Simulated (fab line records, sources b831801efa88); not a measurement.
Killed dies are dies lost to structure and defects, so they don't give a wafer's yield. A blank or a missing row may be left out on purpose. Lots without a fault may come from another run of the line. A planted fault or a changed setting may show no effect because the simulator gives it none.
fab line records | flow sky130
record lots=6 wafers=18 last_day=48
route steps=708 shown LDD_LDN@292 SPACER@304 POLY_CUT@307 SD_P@320 RES_XHIGH@332 PAD_OPEN@708
lots that met no fault: from a run of the same line without faults
start_h: hours from the record's first day to the start of the lot's first wafer shown | wait_h: hours since the lot's step before | " the same as in the row above | L1.1+2: a row that stands for several wafers | - no value, or no start given | * or withheld: withheld | < > ~ a bound
route shown NAME@n: a module of which the file shows steps, and the number in the route of the first | usual: mean/standard deviation of fault-free wafers | same: alike in all rows | chamber/n: place in a boat | sites: the reading at each site | _std_site: their standard deviation | _edge_site: outer sites' mean less inner sites' | radius_mm: how far each site lies from the wafer's centre | mask NAME#n: copy n | behind: the tool/chamber that last shaped the wafer | hold: why the lot was held/for how many hours/how that ended | device: the transistor (n, p or np) that didn't switch | end of line: the same wafers' tests at the end of the route | a step without rows: its recipe alone | killed: dies lost to structure and defects at the first sort, not the wafer's yield | map: a wafer's dies, x killed, . not, _ none there
set.NAME: the setting as run; set.NAME@STEP: as run at that earlier step | model.NAME: the simulator's own value behind a step, which no gauge read
lots at some steps of the route; a table a step, a row a wafer
services: from which hour (start_h, from the record's first day; less than 0 if before it) a tool's chamber was out of use, for how many hours, and why
## steps
# step SKY_LDD_LDN_SOFTBAKE_03
# recipe temp_c=90 time_s=60 resist=NOVOLAK
# step SKY_LDD_LDN_EXPOSE_04
# recipe mask_id=LDNTM na=0.6 source_shape=conventional sigma_outer=0.6 polarization=unpolarized target_cd_nm=700 dose_mj=140
# step SKY_LDD_LDN_PEB_05
# recipe temp_c=withheld time_s=* resist=NOVOLAK
# step SKY_LDD_LDN_DEVELOP_06
# recipe resist=NOVOLAK developer=TMAH develop_time_s=60 dev_temp_c=23
# step SKY_LDD_LDN_OVL_MEAS_07
# usual LDD_LDN_OVL=-1.1/1.4
# columns lot.wafer tool chamber start_h wait_h LDD_LDN_OVL[nm]
L232.2 overlay-01 - 514.44 0.1 -0.9
L232.3 " - " " -0.5
L232.5 " - " " -1.1
L233.2 overlay-01 - 531.13 0.1 0.5
L233.4 " - " " 2.0
L233.6 " - " " 1.5
L235.1 overlay-01 - 548.38 0.1 -0.5
L235.2 " - " " -1.6
L235.3 " - " " -1.1
L238.1 overlay-01 - 586.63 0.1 -3.1
L238.2 " - " " -2.3
L238.6 " - " " -2.8
L240.2 overlay-01 - 594.03 0.1 -2.8
L240.3 " - " " -2.5
L240.6 " - " " -1.5
L242.3 overlay-01 - 624.49 0.1 -2.5
L242.5 " - " " -2.8
L242.6 " - " " -1.4
# step SKY_LDD_LDN_IMPLANT_08
# recipe species=As energy_kev=15 dose_cm2=1.25e+13 tilt_deg=withheld rotation_deg=23
# step SKY_LDD_LDN_IMPLANT_09
# recipe species=As energy_kev=15 dose_cm2=1.25e+13 tilt_deg=withheld rotation_deg=113
# step SKY_LDD_LDN_IMPLANT_10
# recipe species=As energy_kev=15 dose_cm2=1.25e+13 tilt_deg=withheld rotation_deg=203
# step SKY_LDD_LDN_IMPLANT_11
# recipe species=As energy_kev=15 dose_cm2=1.25e+13 tilt_deg=withheld rotation_deg=293
# step SKY_LDD_LDN_STRIP_12
# recipe chemistry=O2/N2 power_w=1400 pressure_mtorr=1500 platen_temp_c=withheld o2_flow_sccm=3000 n2_flow_sccm=300 overash_fraction=0.5
# step SKY_LDD_LDN_TW_MEAS_13
# usual LDD_LDN_TW=1470/9.2
# columns lot.wafer tool chamber start_h wait_h LDD_LDN_TW
L232.2 film_metro-01 - 515.18 0.1 1468
L232.3 " - " " 1461
L232.5 " - " " 1472
L233.2 film_metro-02 - 531.87 0.1 1477
L233.4 " - " " 1472
L233.6 " - " " 1472
L235.1 film_metro-01 - 549.12 0.1 1459
L235.2 " - " " 1458
L235.3 " - " " 1465
L238.1 film_metro-02 - 587.36 0.1 1485
L238.2 " - " " 1492
L238.6 " - " " 1486
L240.2 film_metro-02 - 594.77 0.1 1484
L240.3 " - " " 1478
L240.6 " - " " 1492
L242.3 film_metro-03 - 625.23 0.1 1469
L242.5 " - " " 1470
L242.6 " - " " 1467
# step SKY_LDD_LDN_CLEAN_14
# recipe chemistry=SC1/SC2 mix=1:4:20 temp_c=70 time_s=150 dry=n2_spin
# step SKY_SPACER_CVD_00
# recipe material=Si3N4 precursor=DCS/NH3 target_thk_nm=43.1 temp_c=770 time_s=740 pressure_mtorr=250
# columns lot.wafer tool chamber start_h wait_h
L232.2+3+5 lpcvd-02 1 515.28 0.0
L233.2+4+6 lpcvd-02 1 532.00 0.0
L235.1+2+3 lpcvd-02 0 549.23 0.0
L238.1+2+6 lpcvd-02 0 589.10 1.6
L240.2+3+6 lpcvd-02 1 595.22 0.3
L242.3+5+6 lpcvd-02 0 626.39 1.1
# step SKY_SPACER_THK_MEAS_01
# recipe reads=Si3N4_of_SPACER_CVD_00
# usual SPACER_CVD_00_THK=43.1/0.44
# columns lot.wafer tool chamber start_h wait_h SPACER_CVD_00_THK[nm]
L232.2 film_metro-01 - 516.50 0.0 43.2
L232.3 " - " " 43.2
L232.5 " - " " 43.7
L233.2 film_metro-04 - 533.21 0.0 42.3
L233.4 " - " " 42.8
L233.6 " - " " 42.6
L235.1 film_metro-04 - 551.04 0.0 42.9
L235.2 " - " " 43.0
L235.3 " - " " 42.8
L238.1 film_metro-02 - 590.31 0.0 42.7
L238.2 " - " " 42.3
L238.6 " - " " 42.7
L240.2 film_metro-02 - 596.44 0.0 42.1
L240.3 " - " " 42.3
L240.6 " - " " 41.9
L242.3 film_metro-01 - 627.62 0.0 43.1
L242.5 " - " " 42.4
L242.6 " - " " 42.4
# step SKY_SPACER_ETCHBACK_02
# recipe chemistry=CH3F/O2 target=Si3N4 stop_on=SiO2 source_w=400 bias_w=80 pressure_mtorr=25 ch3f_flow_sccm=40 O2_flow_sccm=30 time_s=46.7 target_depth_a=450
# usual drypump_motor_current_A=5.6/0.36 oes_product_au=0.854/0.0071 throttle_valve_pct=10.562/0.0085
# columns lot.wafer tool chamber start_h wait_h drypump_motor_current_A oes_product_au rf_hours_counter_h throttle_valve_pct
L232.2 rie_diel-03 3 516.55 0.0 6.0 0.860 62 10.572
L232.3 " 2 " " 5.4 0.849 43 10.561
L232.5 " 0 " " 5.6 0.856 - 10.550
L233.2 rie_diel-01 2 533.26 0.0 5.9 0.846 4 10.551
L233.4 " 3 " " 5.5 0.857 60 10.560
L233.6 " 3 " " 5.5 0.844 - 10.559
L235.1 rie_diel-01 0 551.10 0.1 4.9 0.847 6 10.572
L235.2 " 1 " " 5.5 0.855 6 10.569
L235.3 " 3 " " 5.5 0.847 61 10.571
L238.1 rie_diel-01 2 590.37 0.1 5.8 0.849 5 10.568
L238.2 " 0 " " 5.0 0.842 7 10.573
L238.6 " 1 " " 5.5 0.847 - 10.565
L240.2 rie_diel-03 3 596.49 0.0 6.0 0.842 63 10.557
L240.3 " 0 " " 5.6 0.842 8 10.549
L240.6 " 2 " " 5.4 0.830 - 10.569
L242.3 rie_diel-01 1 627.66 0.0 5.5 0.853 8 10.553
L242.5 " 0 " " 4.9 0.845 - 10.550
L242.6 " 1 " " 5.5 0.850 - 10.559
# step SKY_POLY_CUT_DEHYDRATE_00
# recipe temp_c=200 time_s=60
# step SKY_POLY_CUT_HMDS_01
# recipe prime_time_s=60 prime_temp_c=120
# step SKY_POLY_CUT_COAT_02
# recipe resist=BARC temp_c=withheld time_s=withheld spin_rpm=3000 resist_thk_nm=60
# step SKY_POLY_CUT_COAT_03
# recipe resist=KrF-thick spin_rpm=3000 resist_thk_nm=450
# step SKY_POLY_CUT_SOFTBAKE_04
# recipe temp_c=100 time_s=90 resist=KrF-thick
# step SKY_POLY_CUT_EXPOSE_05
# recipe mask_id=NPCM na=0.8 source_shape=annular sigma_inner=0.55 sigma_outer=0.85 target_cd_nm=270 dose_mj=32
# step SKY_POLY_CUT_PEB_06
# recipe peb_temp_c=withheld peb_time_s=withheld resist=KrF-thick
# step SKY_POLY_CUT_DEVELOP_07
# recipe develop_time_s=60 resist=KrF-thick dev_temp_c=21
# step SKY_POLY_CUT_CD_MEAS_08
# recipe target_cd_nm=270
# usual cd_nm=269.5/1.5
# columns lot.wafer tool chamber start_h wait_h cd_nm
L232.2 cd_sem-01 - 545.64 - 269.3
L232.3 " - " " 269.4
L232.5 " - " " 269.7
L233.2 cd_sem-02 - 562.29 - 267.2
L233.4 " - " " 267.8
L233.6 " - " " 266.7
L235.1 cd_sem-01 - 579.13 - 271.8
L235.2 " - " " 271.2
L235.3 " - " " 271.0
L238.1 cd_sem-02 - 617.88 - 269.9
L238.2 " - " " 270.8
L238.6 " - " " 270.2
L240.2 cd_sem-02 - 623.94 - 266.9
L240.3 " - " " 267.1
L240.6 " - " " 268.5
L242.3 cd_sem-01 - 655.07 - 271.2
L242.5 " - " " 270.3
L242.6 " - " " 270.0
# step SKY_POLY_CUT_OVL_MEAS_09
# usual POLY_CUT_OVL=-2/5.7
# columns lot.wafer tool chamber start_h wait_h POLY_CUT_OVL[nm]
L232.2 overlay-01 - 545.75 0.1 -5
L232.3 " - " " -1
L232.5 " - " " -7
L233.2 overlay-02 - 562.40 0.1 0
L233.4 " - " " -5
L233.6 " - " " -3
L235.1 overlay-01 - 579.25 0.1 5
L235.2 " - " " 7
L235.3 " - " " 4
L238.1 overlay-01 - 618.00 0.1 4
L238.2 " - " " -3
L238.6 " - " " -4
L240.2 overlay-02 - 624.05 0.1 -4
L240.3 " - " " -6
L240.6 " - " " -8
L242.3 overlay-02 - 655.17 0.1 5
L242.5 " - " " -9
L242.6 " - " " -6
# step SKY_POLY_CUT_ETCH_10
# recipe chemistry=N2/H2 target=BARC ion_energy_ev=200 source_w=500 bias_w=100 pressure_mtorr=30 n2_flow_sccm=100 h2_flow_sccm=200 stop_on=SiO2 time_s=45.9 target_depth_a=600
# usual drypump_motor_current_A=5.6/0.38 oes_product_au=0.855/0.0042 throttle_valve_pct=13.224/0.0089
# columns lot.wafer tool chamber start_h wait_h drypump_motor_current_A oes_product_au rf_hours_counter_h throttle_valve_pct
L232.2 rie_diel-03 3 545.78 0.0 6.0 0.859 63 13.225
L232.3 " 0 " " 5.6 0.857 7 13.219
L232.5 " 3 " " 6.0 0.851 - 13.225
L233.2 rie_diel-04 3 562.43 0.0 5.1 0.859 11 13.228
L233.4 " 2 " " 5.2 0.852 12 13.229
L233.6 " 3 " " 5.1 0.863 - 13.224
L235.1 rie_diel-03 0 579.29 0.0 5.6 0.858 8 13.220
L235.2 " 2 " " 5.4 0.856 44 13.230
L235.3 " 1 " " 6.0 0.850 0 13.228
L238.1 rie_diel-03 1 618.04 0.0 6.1 0.851 0 13.224
L238.2 " 0 " " 5.6 0.854 8 13.215
L238.6 " 3 " " 6.0 0.865 - 13.228
L240.2 rie_diel-02 3 624.08 0.0 5.3 0.860 33 13.217
L240.3 " 0 " " 5.7 0.858 31 13.224
L240.6 " 0 " " 5.8 0.855 - 13.223
L242.3 rie_diel-03 3 655.19 0.0 6.1 0.859 0 13.224
L242.5 " 3 " " 6.0 0.853 - 13.220
L242.6 " 0 " " 5.6 0.855 - 13.228
# step SKY_POLY_CUT_ETCH_11
# recipe target=Si3N4 chemistry=CF4/CH2F2/Ar stop_on=poly-Si source_w=600 bias_w=150 pressure_mtorr=40 cf4_flow_sccm=40 ch2f2_flow_sccm=20 Ar_flow_sccm=150 time_s=42.5 target_depth_a=600
# usual cf4_flow_sccm=40.01/0.12 drypump_motor_current_A=5.6/0.38 oes_product_au=0.829/0.0068 throttle_valve_pct=14.994/0.01
# columns lot.wafer tool chamber start_h wait_h cf4_flow_sccm drypump_motor_current_A oes_product_au rf_hours_counter_h throttle_valve_pct
L232.2 rie_diel-03 3 545.82 0.0 39.87 5.9 0.819 63 15.000
L232.3 " 0 " " 40.06 5.6 0.830 7 15.004
L232.5 " 3 " " 39.89 6.0 0.819 - 15.010
L233.2 rie_diel-04 3 562.47 0.0 40.11 5.1 0.820 11 14.976
L233.4 " 2 " " 39.78 5.2 0.825 12 14.996
L233.6 " 3 " " 40.16 5.1 0.828 - 14.992
L235.1 rie_diel-03 0 579.33 0.0 39.79 5.6 0.815 8 14.982
L235.2 " 2 " " 40.18 5.4 0.831 44 15.010
L235.3 " 1 " " 39.89 6.1 0.826 0 14.989
L238.1 rie_diel-03 1 618.08 0.0 39.87 6.1 0.835 0 14.997
L238.2 " 0 " " 39.87 5.7 0.826 8 15.000
L238.6 " 3 " " 40.14 6.0 0.844 - 15.004
L240.2 rie_diel-02 3 624.12 0.0 39.94 5.3 0.824 33 14.994
L240.3 " 0 " " 40.01 5.8 0.829 31 14.981
L240.6 " 0 " " 40.05 5.8 0.834 - 14.994
L242.3 rie_diel-03 3 655.23 0.0 39.82 6.0 0.824 0 14.990
L242.5 " 3 " " 39.78 6.0 0.822 - 15.005
L242.6 " 0 " " 39.93 5.6 0.831 - 14.977
# step SKY_POLY_CUT_STRIP_12
# recipe chemistry=O2/N2 power_w=1400 pressure_mtorr=1500 platen_temp_c=withheld o2_flow_sccm=3000 n2_flow_sccm=300 overash_fraction=0.5
# usual drypump_motor_current_A=5.8/0.38 oes_product_au=0.452/0.0044 strip_time_to_endpoint_s=5.355/0.02
# columns lot.wafer tool chamber start_h wait_h drypump_motor_current_A oes_product_au rf_hours_counter_h strip_time_to_endpoint_s
L232.2 plasma_asher-02 0 545.86 0.0 6.3 0.449 40 5.364
L232.3 " 0 " " 6.3 0.451 - 5.363
L232.5 " 0 " " 6.3 0.450 - 5.364
L233.2 plasma_asher-03 0 562.51 0.0 5.8 0.450 85 5.366
L233.4 " 0 " " 5.8 0.452 - 5.388
L233.6 " 0 " " 5.8 0.456 - 5.374
L235.1 plasma_asher-03 1 579.37 0.0 5.4 0.457 87 5.380
L235.2 " 0 " " 5.8 0.456 87 5.346
L235.3 " 0 " " 5.8 0.441 - 5.352
L238.1 plasma_asher-02 1 618.12 0.0 5.9 0.454 47 5.348
L238.2 " 0 " " 6.3 0.452 47 5.342
L238.6 " 1 " " 5.9 0.451 - 5.325
L240.2 plasma_asher-01 1 624.16 0.0 5.5 0.452 19 5.368
L240.3 " 1 " " 5.5 0.458 - 5.398
L240.6 " 1 " " 5.5 0.454 - 5.402
L242.3 plasma_asher-03 1 655.31 0.1 5.3 0.446 - 5.336
L242.5 " 0 " " 5.8 0.448 - 5.349
L242.6 " 1 " " 5.3 0.455 - 5.356
# step SKY_SD_P_DEHYDRATE_00
# recipe temp_c=200 time_s=60
# step SKY_SD_P_HMDS_01
# recipe prime_time_s=60 prime_temp_c=120
# step SKY_SD_P_COAT_02
# recipe resist=NOVOLAK spin_rpm=3000 resist_thk_nm=1140
# step SKY_SD_P_SOFTBAKE_03
# recipe temp_c=90 time_s=60 resist=NOVOLAK
# step SKY_SD_P_EXPOSE_04
# recipe mask_id=PSDM na=0.6 source_shape=conventional sigma_outer=0.6 polarization=unpolarized target_cd_nm=380 dose_mj=138
# step SKY_SD_P_PEB_05
# recipe temp_c=withheld time_s=* resist=NOVOLAK
# step SKY_SD_P_DEVELOP_06
# recipe resist=NOVOLAK developer=TMAH develop_time_s=60 dev_temp_c=23
# step SKY_SD_P_CD_MEAS_07
# recipe target_cd_nm=380
# usual cd_nm=380.3/2.5
# columns lot.wafer tool chamber start_h wait_h cd_nm
L232.2 cd_sem-01 - 573.79 0.1 381.4
L232.3 " - " " 379.7
L232.5 " - " " 383.7
L233.2 cd_sem-01 - 590.54 0.1 377.7
L233.4 " - " " 379.3
L233.6 " - " " 379.6
L235.1 cd_sem-01 - 607.57 0.1 382.3
L235.2 " - " " 382.4
L235.3 " - " " 382.5
L238.1 cd_sem-02 - 645.33 0.1 380.2
L238.2 " - " " 377.9
L238.6 " - " " 377.8
L240.2 cd_sem-02 - 651.04 0.1 381.8
L240.3 " - " " 380.5
L240.6 " - " " 380.9
L242.3 cd_sem-02 - 682.66 0.1 381.4
L242.5 " - " " 380.6
L242.6 " - " " 379.9
# step SKY_SD_P_OVL_MEAS_08
# usual SD_P_OVL=0.0/1.4
# columns lot.wafer tool chamber start_h wait_h SD_P_OVL[nm]
L232.2 overlay-01 - 573.90 0.1 0.4
L232.3 " - " " -1.5
L232.5 " - " " -0.9
L233.2 overlay-02 - 590.65 0.1 0.4
L233.4 " - " " -1.8
L233.6 " - " " -0.9
L235.1 overlay-02 - 607.69 0.1 -1.2
L235.2 " - " " -0.8
L235.3 " - " " -1.0
L238.1 overlay-02 - 645.45 0.1 -0.5
L238.2 " - " " 1.8
L238.6 " - " " -0.9
L240.2 overlay-02 - 651.15 0.1 -0.2
L240.3 " - " " -0.5
L240.6 " - " " 0.6
L242.3 overlay-02 - 682.75 0.1 -0.8
L242.5 " - " " -0.4
L242.6 " - " " -1.4
# step SKY_SD_P_IMPLANT_09
# recipe species=BF2 energy_kev=20 dose_cm2=3e+15 tilt_deg=0
# step SKY_SD_P_STRIP_10
# recipe chemistry=O2/N2 power_w=1400 pressure_mtorr=1500 platen_temp_c=withheld o2_flow_sccm=3000 n2_flow_sccm=300 overash_fraction=0.5
# usual drypump_motor_current_A=5.6/0.55 oes_product_au=0.617/0.0045 strip_time_to_endpoint_s=17.50/0.052
# columns lot.wafer tool chamber start_h wait_h drypump_motor_current_A oes_product_au rf_hours_counter_h strip_time_to_endpoint_s
L232.2 plasma_asher-03 0 574.08 0.1 5.8 0.618 86 17.53
L232.3 " 0 " " 5.8 0.621 - 17.49
L232.5 " 1 " " 5.3 0.607 - 17.51
L233.2 plasma_asher-01 1 590.83 0.1 5.4 0.623 16 17.55
L233.4 " 1 " " 5.5 0.617 - 17.53
L233.6 " 0 " " 5.2 0.614 - 17.55
L235.1 plasma_asher-03 0 607.88 0.1 5.8 0.620 89 17.54
L235.2 " 1 " " 5.4 0.623 89 17.56
L235.3 " 0 " " 5.8 0.618 - 17.54
L238.1 plasma_asher-03 1 645.63 0.1 5.3 0.616 93 17.44
L238.2 " 0 " " 5.8 0.617 93 17.47
L238.6 " 0 " " 5.8 0.625 - 17.50
L240.2 plasma_asher-03 1 651.33 0.1 5.3 0.619 93 17.38
L240.3 " 1 " " 5.4 0.620 - 17.44
L240.6 " 1 " " 5.3 0.608 - 17.41
L242.3 plasma_asher-01 1 682.96 0.1 5.5 0.618 - 17.43
L242.5 " 0 " " 5.2 0.611 - 17.44
L242.6 " 1 " " 5.4 0.625 - 17.47
# step SKY_SD_P_TW_MEAS_11
# usual SD_P_TW=2788/14
# columns lot.wafer tool chamber start_h wait_h SD_P_TW
L232.2 film_metro-01 - 574.19 0.1 2800
L232.3 " - " " 2801
L232.5 " - " " 2802
L233.2 film_metro-04 - 590.94 0.1 2772
L233.4 " - " " 2777
L233.6 " - " " 2774
L235.1 film_metro-01 - 607.98 0.1 2791
L235.2 " - " " 2796
L235.3 " - " " 2789
L238.1 film_metro-04 - 645.73 0.1 2780
L238.2 " - " " 2779
L238.6 " - " " 2783
L240.2 film_metro-01 - 651.44 0.1 2794
L240.3 " - " " 2787
L240.6 " - " " 2800
L242.3 film_metro-03 - 683.05 0.1 2796
L242.5 " - " " 2811
L242.6 " - " " 2788
# step SKY_RES_XHIGH_DEHYDRATE_00
# recipe temp_c=200 time_s=60
# step SKY_RES_XHIGH_HMDS_01
# recipe prime_time_s=60 prime_temp_c=120
# step SKY_PAD_OPEN_PROBE_99
# usual killed_at_M0_to_M3=43/6.6 killed_at_M4_up=3.2/1.9 killed_at_contacts=25/5.3 killed_at_front_end=16/4.5 killed_at_other=0.3/0.63 killed_dies=87/8.9 killed_open=48/7.9 killed_short=39/5.3
# same gross_dies=492 killed_at_back_side=0
# columns lot.wafer tool chamber start_h wait_h killed_at_M0_to_M3 killed_at_M4_up killed_at_contacts killed_at_front_end killed_at_other killed_dies killed_open killed_short model.etest.pfet_01v8.drive_ua_um_rim_less_centre model.etest.pfet_01v8.drive_ua_um_range model.etest.nfet_01v8.drive_ua_um_rim_less_centre model.etest.nfet_01v8.drive_ua_um_range model.etest.pfet_01v8.vt_v_rim_less_centre model.etest.pfet_01v8.vt_v_range
L232.2 prober-01 - 1064.99 0.1 41 7 19 9 0 76 38 38 9.317 12.21 -1.513 9.964 0.0125 0.01731
L232.3 prober-01 - 1065.04 0.2 40 0 28 16 0 84 42 42 8.729 10.24 -4.692 8.515 0.01595 0.01862
L232.5 prober-01 - 1065.14 0.2 46 4 26 14 2 92 51 40 8.298 9.279 -0.1191 6.395 0.00144 0.01556
L233.2 prober-02 - 1077.09 0.1 43 3 27 12 3 88 49 36 -1.006 6.018 -8.054 11.53 0.006839 0.01192
L233.4 prober-02 - 1077.19 0.2 40 4 23 23 0 90 50 39 0.5018 8.126 -1.448 8.252 -0.00141 0.008474
L233.6 prober-02 - 1077.29 0.2 29 3 28 22 1 83 45 36 -0.2288 9.699 -2.211 7.783 -0.0005399 0.01121
L235.1 prober-02 - 1089.24 0.1 36 3 27 14 1 81 36 43 0.8853 4.459 -2.219 8.411 0.003965 0.008187
L235.2 prober-02 - 1089.29 0.1 46 2 30 8 1 87 44 41 -3.504 8.398 -2.625 8.37 -0.006588 0.01243
L235.3 prober-02 - 1089.34 0.2 45 5 28 12 0 90 45 43 -6.324 8.526 -4.381 10.67 -0.003949 0.01147
L238.1 prober-01 - 1117.74 0.1 47 4 31 10 0 92 58 33 5.003 5.916 2.084 6.356 0.01853 0.02196
L238.2 prober-01 - 1117.79 0.1 50 2 20 19 0 91 54 37 4.784 6.945 0.4419 5.36 0.01087 0.01638
L238.6 prober-01 - 1117.99 0.2 46 1 26 8 1 82 46 35 0.8569 6.385 -5.113 8.577 0.01171 0.01509
L240.2 prober-01 - 1119.29 0.1 47 2 24 19 1 93 53 40 15.18 18.56 2.654 16.77 0.02624 0.03441
L240.3 prober-01 - 1119.34 0.2 51 2 19 16 0 88 48 39 15.1 17.24 8.201 9.732 0.02949 0.03348
L240.6 prober-01 - 1119.49 0.2 36 2 26 11 0 75 34 41 18.98 21.54 8.696 15.64 0.02606 0.0338
L242.3 prober-01 - 1143.10 0.2 45 3 25 14 0 87 46 41 16.19 17.07 7.406 16.78 0.03049 0.03571
L242.5 prober-01 - 1143.20 0.2 38 4 29 12 0 83 46 37 19.04 25.85 3.266 14.58 0.02099 0.02409
L242.6 prober-01 - 1143.25 0.2 40 5 17 17 0 79 35 44 15.69 18.68 7.359 14.11 0.0285 0.03543
# killed by level:class
L232.2 VIA1:geometric_particle:open=12 METAL1:geometric_particle:short=10 LI_CONTACT:geometric_particle:open=6 METAL2:geometric_particle:short=6 METAL4:geometric_particle:short=6 CONTACT:geometric_particle:open=5 VIA3:geometric_particle:open=5 LOCAL_INTERCONNECT:geometric_particle:short=3
L232.3 VIA1:geometric_particle:short=8 VIA3:geometric_particle:open=8 VIA1:geometric_particle:open=7 LI_CONTACT:geometric_particle:open=7 LOCAL_INTERCONNECT:geometric_particle:short=6 LI_CONTACT:geometric_particle:short=6 CONTACT:geometric_particle:open=6 METAL1:geometric_particle:short=5
L232.5 VIA1:geometric_particle:open=10 FIELD_ISO:geometric_particle:open=8 LI_CONTACT:geometric_particle:open=8 METAL1:geometric_particle:short=8 CONTACT:geometric_particle:open=6 VIA1:geometric_particle:short=5 METAL2:geometric_particle:short=5 LI_CONTACT:geometric_particle:short=4
L233.2 CONTACT:geometric_particle:open=11 LI_CONTACT:geometric_particle:open=9 VIA1:geometric_particle:open=9 METAL2:geometric_particle:short=7 METAL1:geometric_particle:short=6 VIA3:geometric_particle:open=6 LOCAL_INTERCONNECT:geometric_particle:short=5 FIELD_ISO:geometric_particle:short=3
L233.4 VIA1:geometric_particle:open=11 METAL1:geometric_particle:short=9 FIELD_ISO:geometric_particle:open=7 CONTACT:geometric_particle:open=7 LI_CONTACT:geometric_particle:open=6 FIELD_ISO:geometric_particle:short=5 POLY_GATE:geometric_particle:open=5 VIA3:geometric_particle:open=5
L233.6 POLY_GATE:geometric_particle:open=10 LI_CONTACT:geometric_particle:open=8 CONTACT:geometric_particle:open=7 LOCAL_INTERCONNECT:geometric_particle:short=6 VIA1:geometric_particle:open=6 VIA3:geometric_particle:open=5 POLY_GATE:geometric_particle:short=4 METAL2:geometric_particle:short=4
L235.1 CONTACT:geometric_particle:open=8 LI_CONTACT:geometric_particle:open=7 VIA1:geometric_particle:open=6 LOCAL_INTERCONNECT:geometric_particle:short=5 CONTACT:geometric_particle:short=5 VIA1:geometric_particle:short=5 METAL3:geometric_particle:short=5 METAL1:geometric_particle:short=4
L235.2 CONTACT:geometric_particle:open=13 LI_CONTACT:geometric_particle:open=7 METAL2:geometric_particle:short=7 VIA1:geometric_particle:open=7 VIA1:geometric_particle:short=6 VIA3:geometric_particle:open=5 VIA2:geometric_particle:short=5 LI_CONTACT:geometric_particle:short=4
L235.3 CONTACT:geometric_particle:open=16 VIA1:geometric_particle:open=7 VIA3:geometric_particle:open=7 VIA1:geometric_particle:short=6 METAL1:geometric_particle:short=6 METAL2:geometric_particle:short=6 CONTACT:geometric_particle:short=5 FIELD_ISO:geometric_particle:open=4
L238.1 CONTACT:geometric_particle:open=12 VIA1:geometric_particle:open=12 VIA3:geometric_particle:open=9 CONTACT:geometric_particle:short=6 LI_CONTACT:geometric_particle:open=6 VIA2:geometric_particle:open=6 METAL2:geometric_particle:short=4 LI_CONTACT:geometric_particle:short=4
L238.2 LI_CONTACT:geometric_particle:open=10 CONTACT:geometric_particle:open=9 VIA2:geometric_particle:open=9 VIA1:geometric_particle:open=8 VIA2:geometric_particle:short=7 VIA3:geometric_particle:open=7 FIELD_ISO:geometric_particle:open=6 METAL2:geometric_particle:short=6
L238.6 VIA1:geometric_particle:open=14 LI_CONTACT:geometric_particle:open=9 CONTACT:geometric_particle:open=6 LOCAL_INTERCONNECT:geometric_particle:short=5 METAL2:geometric_particle:short=5 METAL3:geometric_particle:short=5 VIA3:geometric_particle:short=4 VIA2:geometric_particle:open=4
L240.2 VIA1:geometric_particle:open=11 VIA2:geometric_particle:open=10 CONTACT:geometric_particle:open=8 FIELD_ISO:geometric_particle:open=7 LI_CONTACT:geometric_particle:open=7 POLY_GATE:geometric_particle:short=6 VIA1:geometric_particle:short=5 METAL3:geometric_particle:short=5
L240.3 VIA2:geometric_particle:open=14 VIA1:geometric_particle:open=8 FIELD_ISO:geometric_particle:short=6 LOCAL_INTERCONNECT:geometric_particle:short=6 METAL2:geometric_particle:short=6 CONTACT:geometric_particle:open=6 VIA3:geometric_particle:open=5 VIA1:geometric_particle:short=5
L240.6 LI_CONTACT:geometric_particle:open=11 METAL3:geometric_particle:short=7 CONTACT:geometric_particle:short=6 VIA1:geometric_particle:open=6 METAL2:geometric_particle:short=5 CONTACT:geometric_particle:open=5 METAL1:geometric_particle:short=5 VIA1:geometric_particle:short=4
L242.3 CONTACT:geometric_particle:open=9 LI_CONTACT:geometric_particle:open=8 VIA1:geometric_particle:open=6 METAL3:geometric_particle:short=6 VIA2:geometric_particle:open=6 METAL2:geometric_particle:short=5 LOCAL_INTERCONNECT:geometric_particle:short=4 POLY_GATE:geometric_particle:open=4
L242.5 CONTACT:geometric_particle:open=11 METAL2:geometric_particle:short=9 VIA2:geometric_particle:open=9 LI_CONTACT:geometric_particle:open=7 VIA1:geometric_particle:open=6 VIA3:geometric_particle:open=5 FIELD_ISO:geometric_particle:short=4 METAL4:geometric_particle:short=4
L242.6 METAL2:geometric_particle:short=8 CONTACT:geometric_particle:open=6 VIA2:geometric_particle:open=6 VIA1:geometric_particle:short=5 FIELD_ISO:geometric_particle:open=5 POLY_GATE:geometric_particle:short=5 LOCAL_INTERCONNECT:geometric_particle:short=5 METAL1:geometric_particle:short=5
## services
# columns tool chamber start_h hours kind
rie_diel-02 3 493.45 3.9 repair
rie_diel-01 - 523.76 2.8 pm
rie_diel-04 3 531.85 5.6 repair
rie_diel-01 1 541.18 2.8 repair
plasma_asher-03 - 554.76 0.6 repair
rie_diel-03 1 555.00 - clean
rie_diel-03 1 555.00 17.9 scheduled_down
rie_diel-03 1 555.00 17.9 vent_cycle
rie_diel-02 - 556.21 0.4 repair
plasma_asher-02 - 557.85 1.2 repair
rie_diel-01 3 560.03 13.5 repair
rie_diel-04 1 570.79 6.6 repair
rie_diel-04 0 594.96 10.8 repair
rie_diel-04 1 608.30 17.4 repair
rie_diel-03 - 616.60 0.4 repair
plasma_asher-03 - 627.84 2.8 pm
rie_diel-03 3 633.97 - clean
plasma_asher-03 - 634.46 2.0 repair
rie_diel-02 - 635.15 2.8 repair
plasma_asher-01 - 649.55 16.9 repair
rie_diel-01 3 665.48 16.8 repair
plasma_asher-01 - 666.47 14.6 pm
rie_diel-01 2 668.66 16.0 repair
plasma_asher-03 - 669.35 0.5 repair
## key
first_sign step=SKY_SPACER_THK_MEAS_01 reading=SPACER_CVD_00_THK direction=down sigmas=1.6 usual=43.1 struck=42.4
effect none on later readings
model_effect step=SKY_PAD_OPEN_PROBE_99 value=etest.pfet_01v8.drive_ua_um_rim_less_centre without=4.045 struck=16.7
met_at SKY_SPACER_CVD_00
struck_wafers L240.2,L240.3,L240.6,L242.3,L242.5,L242.6
tester_left_out L240,L242
onset_between 589.10 595.22
also_fits time
fault kind=site_profile_drift tool=lpcvd-02 chamber=- onset_h=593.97 steps=SKY_SPACER_CVD_00 basis=fraction max_abs_drift=0.070521 slope_share_per_hr=35.261 site_pattern=0,0,0,0,0,-1,-1,-1,-1
# tester_left_out: of these lots the tester's yield and bins aren't shown, on N5 and GAA mostly nor the transistor test; their killed dies are dies lost to structure and defects alone, not to doping, threshold or leakage, so they don't give the yield
